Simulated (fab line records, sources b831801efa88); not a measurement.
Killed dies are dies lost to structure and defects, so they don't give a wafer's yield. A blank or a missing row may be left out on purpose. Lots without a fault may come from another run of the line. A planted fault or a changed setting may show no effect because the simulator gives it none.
Which tool did it? | flow gf180mcu | 14 lots, 42 wafers sampled, at 5 steps of a route of 602

WHAT THE GAUGES READ, wafer by wafer
GF_VT_IMPLANT_TW_MEAS_10. Usual: VT_IMPLANT_TW 562.5, standard deviation 2.7.
lot  | measured     | on            | VT_IMPLANT_TW     | flag
L845 | day 5 22:56  | film_metro-01 | 564.7 565.4 562.9 |
L846 | day 6 04:53  | film_metro-02 | 562.7 559.1 561.2 |
L849 | day 6 21:26  | film_metro-01 | 565.1 567.3 566.0 |
L850 | day 7 04:03  | film_metro-04 | 563.5 568.0 562.2 |
L851 | day 7 09:29  | film_metro-04 | 563.7 563.3 561.9 |
L853 | day 7 21:20  | film_metro-02 | 563.8 562.1 563.0 |
L855 | day 8 14:12  | film_metro-04 | 566.3 569.3 565.5 |
L856 | day 8 18:58  | film_metro-02 | 560.9 563.3 559.0 |
L857 | day 9 00:14  | film_metro-04 | 559.1 565.9 560.8 |
L858 | day 9 05:43  | film_metro-02 | 561.9 560.0 562.6 |
L859 | day 9 13:13  | film_metro-01 | 562.1 560.5 563.3 |
L860 | day 9 18:34  | film_metro-04 | 560.7 563.0 562.2 |
L861 | day 10 00:19 | film_metro-01 | 561.5 564.2 564.6 |
L863 | day 10 10:58 | film_metro-04 | 566.6 567.1 563.5 |

GF_VT_IMPLANT_OVL_MEAS_18. Usual: VT_IMPLANT_01_OVL -0.2 nm, standard deviation 1.1.
lot  | measured     | on         | VT_IMPLANT_01_OVL (nm) | flag
L845 | day 6 13:38  | overlay-02 | 0.4 -0.4 0.6           |
L846 | day 6 19:56  | overlay-02 | 1.1 0.8 -0.5           |
L849 | day 7 12:50  | overlay-02 | 0.8 0.7 -0.4           |
L850 | day 7 19:38  | overlay-02 | -1.6 1.4 0.1           |
L851 | day 8 01:22  | overlay-02 | -1.1 0.3 0.5           |
L853 | day 8 13:44  | overlay-02 | -2.2 -1.4 -0.1         |
L855 | day 9 07:11  | overlay-02 | -0.3 1.2 -0.2          |
L856 | day 9 11:14  | overlay-02 | -2.1 -2.9 -0.8         |
L857 | day 9 16:58  | overlay-02 | 0.4 2.3 0.8            |
L858 | day 9 23:10  | overlay-01 | -0.5 -0.6 0.0          |
L859 | day 10 05:28 | overlay-02 | -0.6 -2.2 -0.5         |
L860 | day 10 11:58 | overlay-01 | 0.5 0.7 1.8            |
L861 | day 10 17:41 | overlay-01 | 0.8 0.8 -0.3           |
L863 | day 11 04:37 | overlay-02 | -2.2 -0.5 -1.0         |

GF_POLY_GATE_OVL_MEAS_11. Usual: POLY_GATE_OVL -3 nm, standard deviation 5.3.
lot  | measured     | on         | POLY_GATE_OVL (nm) | flag
L845 | day 9 12:45  | overlay-02 | -8 -4 2            |
L846 | day 9 20:55  | overlay-01 | -5 6 -2            |
L849 | day 10 15:40 | overlay-02 | -7 -12 -1          |
L850 | day 10 23:30 | overlay-02 | -10 -8 5           |
L851 | day 11 04:43 | overlay-01 | -3 -12 -5          |
L853 | day 11 20:09 | overlay-02 | -2 1 -6            |
L855 | day 12 15:21 | overlay-02 | -5 -2 -7           |
L856 | day 12 20:55 | overlay-02 | -1 -6 -7           |
L857 | day 13 02:31 | overlay-01 | -5 6 -4            |
L858 | day 13 08:15 | overlay-02 | -10 -7 -12         |
L859 | day 13 17:30 | overlay-02 | 1 0 -1             |
L860 | day 13 22:33 | overlay-01 | -2 -2 -1           |
L861 | day 14 04:10 | overlay-01 | 3 -4 -7            |
L863 | day 14 19:15 | overlay-01 | 6 -1 4             |

WHICH TOOL RAN EACH LOT (tool, then ch and the chambers of the sampled wafers, then the start)
lot  | GF_DUAL_GATE_COAT_06              | GF_DUAL_GATE_STRIP_13
L845 | litho_track-02 ch 0, day 8 07:48  | plasma_asher-03 ch 1, day 8 16:28
L846 | litho_track-02 ch 0, day 8 15:01  | plasma_asher-03 ch 0,1, day 8 23:49
L849 | litho_track-02 ch 0, day 9 09:16  | plasma_asher-02 ch 0,1, day 9 18:17
L850 | litho_track-02 ch 0, day 9 15:24  | plasma_asher-01 ch 0, day 10 00:46
L851 | litho_track-01 ch 0, day 9 22:11  | plasma_asher-03 ch 0,1, day 10 06:37
L853 | litho_track-01 ch 0, day 10 12:14 | plasma_asher-01 ch 0,1, day 10 22:05
L855 | litho_track-02 ch 0, day 11 05:39 | plasma_asher-02 ch 0, day 11 15:31
L856 | litho_track-02 ch 0, day 11 12:37 | plasma_asher-01 ch 0,1, day 11 22:13
L857 | litho_track-02 ch 0, day 11 16:58 | plasma_asher-03 ch 0,1, day 12 01:52
L858 | litho_track-03 ch 0, day 11 22:25 | plasma_asher-03 ch 0,1, day 12 07:59
L859 | litho_track-02 ch 0, day 12 08:25 | plasma_asher-01 ch 0,1, day 12 18:19
L860 | litho_track-03 ch 0, day 12 14:20 | plasma_asher-03 ch 0,1, day 12 23:43
L861 | litho_track-02 ch 0, day 12 18:57 | plasma_asher-03 ch 0,1, day 13 04:49
L863 | litho_track-03 ch 0, day 13 08:37 | plasma_asher-02 ch 1, day 13 18:22
- GF_DUAL_GATE_COAT_06: resist thk 1000 nm.
- GF_DUAL_GATE_STRIP_13: strips in O2/N2.

WHAT THE TOOLS THEMSELVES READ (means of the sampled wafers that have a number; where no wafer has one, the mark that the record gives instead)
GF_DUAL_GATE_COAT_06. Usual: chill_plate_temp_C 22.98 C, standard deviation 0.1.
lot  | tool           | chill_plate_temp_C (C) | flag
L845 | litho_track-02 | 22.99                  |
L846 | litho_track-02 | 23.15                  |
L849 | litho_track-02 | 23.12                  |
L850 | litho_track-02 | 22.96                  |
L851 | litho_track-01 | 23.02                  |
L853 | litho_track-01 | 23.08                  |
L855 | litho_track-02 | 22.96                  |
L856 | litho_track-02 | 22.90                  |
L857 | litho_track-02 | 23.04                  |
L858 | litho_track-03 | 22.89                  |
L859 | litho_track-02 | 22.99                  |
L860 | litho_track-03 | 22.90                  |
L861 | litho_track-02 | 22.90                  |
L863 | litho_track-03 | 22.93                  |

GF_DUAL_GATE_STRIP_13. Usual: drypump_motor_current_A 5.7 A, standard deviation 0.34; heater_power_w 353 W, standard deviation 14; oes_product_au 0.715 a.u., standard deviation 0.0041; platen_temp_c 250.00 C, standard deviation 0.17; strip_time_to_endpoint_s 12.60 s, standard deviation 0.037.
lot  | tool            | drypump_motor_current_A (A) | heater_power_w (W) | oes_product_au (a.u.) | platen_temp_c (C) | strip_time_to_endpoint_s (s) | flag
L845 | plasma_asher-03 | 6.1                         | 363                | 0.715                 | 250.12            | 12.60                        |
L846 | plasma_asher-03 | 5.9                         | 357                | 0.714                 | 249.98            | 12.57                        |
L849 | plasma_asher-02 | 5.6                         | 358                | 0.716                 | 249.93            | 12.59                        |
L850 | plasma_asher-01 | 5.1                         | 344                | 0.715                 | 250.10            | 12.61                        |
L851 | plasma_asher-03 | 5.8                         | 364                | 0.716                 | 250.08            | 12.58                        |
L853 | plasma_asher-01 | 5.5                         | 335                | 0.713                 | 250.09            | 12.59                        |
L855 | plasma_asher-02 | 5.4                         | 366                | 0.718                 | 250.19            | 12.61                        |
L856 | plasma_asher-01 | 5.5                         | 337                | 0.712                 | 249.96            | 12.53                        |
L857 | plasma_asher-03 | 5.8                         | 365                | 0.716                 | 250.03            | 12.81                        | OFF
L858 | plasma_asher-03 | 5.9                         | 361                | 0.718                 | 249.92            | 12.64                        |
L859 | plasma_asher-01 | 5.5                         | 342                | 0.716                 | 249.96            | 12.81                        | OFF
L860 | plasma_asher-03 | 5.8                         | 364                | 0.718                 | 250.02            | 12.65                        |
L861 | plasma_asher-03 | 5.9                         | 361                | 0.716                 | 250.01            | 12.79                        | OFF
L863 | plasma_asher-02 | 6.0                         | 335                | 0.715                 | 250.23            | 12.66                        |

THE ANSWER, worked out from the rows above alone
Rule: a lot is off if the mean of its wafers that have a number lies more than 3 standard deviations from the usual mean. A lot without any number at a reading at which 4 lots or more have one is off too. The other lots that the step has rows for count as sound. The gauges are gone through in route order, then the tools' own readings, and for those a lot's mean is taken as printed above. The first step at which some lot is off is used, and at that step the reading that is off furthest; a lot without a number counts as furthest.
Off: L857, L859, L861, at GF_DUAL_GATE_STRIP_13 (strip_time_to_endpoint_s).
A tool fits if, at that step or a process step before it, it ran every lot that is off, and no sound lot after the first of them. One fits: litho_track-02 at GF_DUAL_GATE_COAT_06. Its last sound lot is L856 (day 11 12:37), its first lot that is off L857 (day 11 16:58): a fault that began between those two fits.

WHAT THE SIMULATOR HAD PUT IN
Process parameter drift: litho_track-02, from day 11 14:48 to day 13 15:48, at GF_DUAL_GATE_COAT_06. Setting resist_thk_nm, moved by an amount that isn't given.
Lots struck among those shown: L857, L859, L861. The rule above found the same.
